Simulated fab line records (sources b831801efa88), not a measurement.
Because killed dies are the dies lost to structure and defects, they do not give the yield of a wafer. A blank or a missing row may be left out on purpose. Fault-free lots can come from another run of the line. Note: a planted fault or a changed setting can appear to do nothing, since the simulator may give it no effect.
Tool commonality check	flow gf180mcu	Sample size 11 lots and 33 wafers

== REASON IT WAS OPENED ==
Of 11 lots, 2 have the reading HV_LDD_3_TW flagged at GF_HV_LDD_TW_MEAS_38. No-fault wafers: 1435, standard deviation 12.
Rule: a lot is flagged when every wafer of it that has a number lies more than 4 standard deviations from that mean, or none has a number. All remaining lots are regarded as sound.

lot	measured	on	HV_LDD_3_TW, wafer by wafer	flag
L413	day 11 19:02	filmMetro-04	1443 1449 1456	
L414	day 11 23:16	filmMetro-03	1425 1414 1425	
L415	day 12 03:22	filmMetro-03	1535 1533 1534	FLAGGED
L416	day 12 11:27	filmMetro-01	1530 1537 1532	FLAGGED
L417	day 12 20:22	filmMetro-04	1459 1449 1441	
L426	day 15 20:11	filmMetro-04	1435 1447 1446	
L429	day 16 14:38	filmMetro-03	1429 1423 1425	
L430	day 17 01:19	filmMetro-04	1444 1443 1452	
L432	day 17 19:59	filmMetro-01	1433 1430 1433	
L433	day 18 04:21	filmMetro-01	1423 1433 1430	
L434	day 18 13:05	filmMetro-04	1435 1446 1434	
On average the flagged lots' numbers are 1534, which is +98 against the usual, or +8 standard deviations.

== LOT BY LOT: THE TOOL USED ==
The record holds 2 process steps before the reading, out of a route of 602 steps. Cell contents, in order: the tool; ch with the chambers the sampled wafers went through; the start.
lot	flag	GF_MVPSD_STRIP_10	GF_HV_LDD_IMPLANT_35
L413		plasmaAsher-02 ch 0, day 5 03:22	implanter-01 ch 0, day 11 18:40
L414		plasmaAsher-01 ch 0,1, day 5 11:06	implanter-03 ch 0, day 11 22:53
L415	FLAGGED	plasmaAsher-02 ch 0,1, day 5 14:43	implanter-01 ch 0, day 12 02:40
L416	FLAGGED	plasmaAsher-02 ch 1, day 5 19:58	implanter-03 ch 0, day 12 10:44
L417		plasmaAsher-04 ch 0,1, day 6 02:52	implanter-03 ch 0, day 12 19:58
L426		plasmaAsher-02 ch 0,1, day 8 07:46	implanter-02 ch 0, day 15 19:47
L429		plasmaAsher-01 ch 0,1, day 8 22:04	implanter-03 ch 0, day 16 14:14
L430		plasmaAsher-02 ch 0,1, day 9 08:00	implanter-03 ch 0, day 17 00:55
L432		plasmaAsher-01 ch 1, day 9 17:54	implanter-02 ch 0, day 17 19:35
L433		plasmaAsher-04 ch 0,1, day 10 00:15	implanter-03 ch 0, day 18 03:59
L434		plasmaAsher-04 ch 0,1, day 10 07:16	implanter-01 ch 0, day 18 12:41
What these steps do:
- GF_MVPSD_STRIP_10: strips in O2/N2.
- GF_HV_LDD_IMPLANT_35
- GF_HV_LDD_TW_MEAS_38

== FLAGGED OVER TOTAL, TOOL BY TOOL (the gauges that took the reading come last) ==
step	tool	lots run	flagged	share of the flagged lots	sound lots run after its first flagged lot
GF_MVPSD_STRIP_10	plasmaAsher-01	3	0	none	-
GF_MVPSD_STRIP_10	plasmaAsher-02	5	2	all	2 (L426,L430)
GF_MVPSD_STRIP_10	plasmaAsher-04	3	0	none	-
GF_HV_LDD_IMPLANT_35	implanter-01	3	1	some	1 (L434)
GF_HV_LDD_IMPLANT_35	implanter-02	2	0	none	-
GF_HV_LDD_IMPLANT_35	implanter-03	6	1	some	4 (L417,L429,L430,L433)
GF_HV_LDD_TW_MEAS_38	filmMetro-01	3	1	some	2 (L432,L433)
GF_HV_LDD_TW_MEAS_38	filmMetro-03	3	1	some	1 (L429)
GF_HV_LDD_TW_MEAS_38	filmMetro-04	5	0	none	-

== WHAT THE TABLE PERMITS ==
In the table, 1 row covers all flagged lots: plasmaAsher-02 at GF_MVPSD_STRIP_10.
- plasmaAsher-02 at GF_MVPSD_STRIP_10 ran 5 lots, 2 of them flagged. Lots that were sound ran on it after the first flagged one (L426, L430); a persistent fault on the entire tool would not allow that.
Not one row of the table ran every flagged lot while running no sound lot after the first.

== WHAT THE SIMULATOR HAD PUT IN ==
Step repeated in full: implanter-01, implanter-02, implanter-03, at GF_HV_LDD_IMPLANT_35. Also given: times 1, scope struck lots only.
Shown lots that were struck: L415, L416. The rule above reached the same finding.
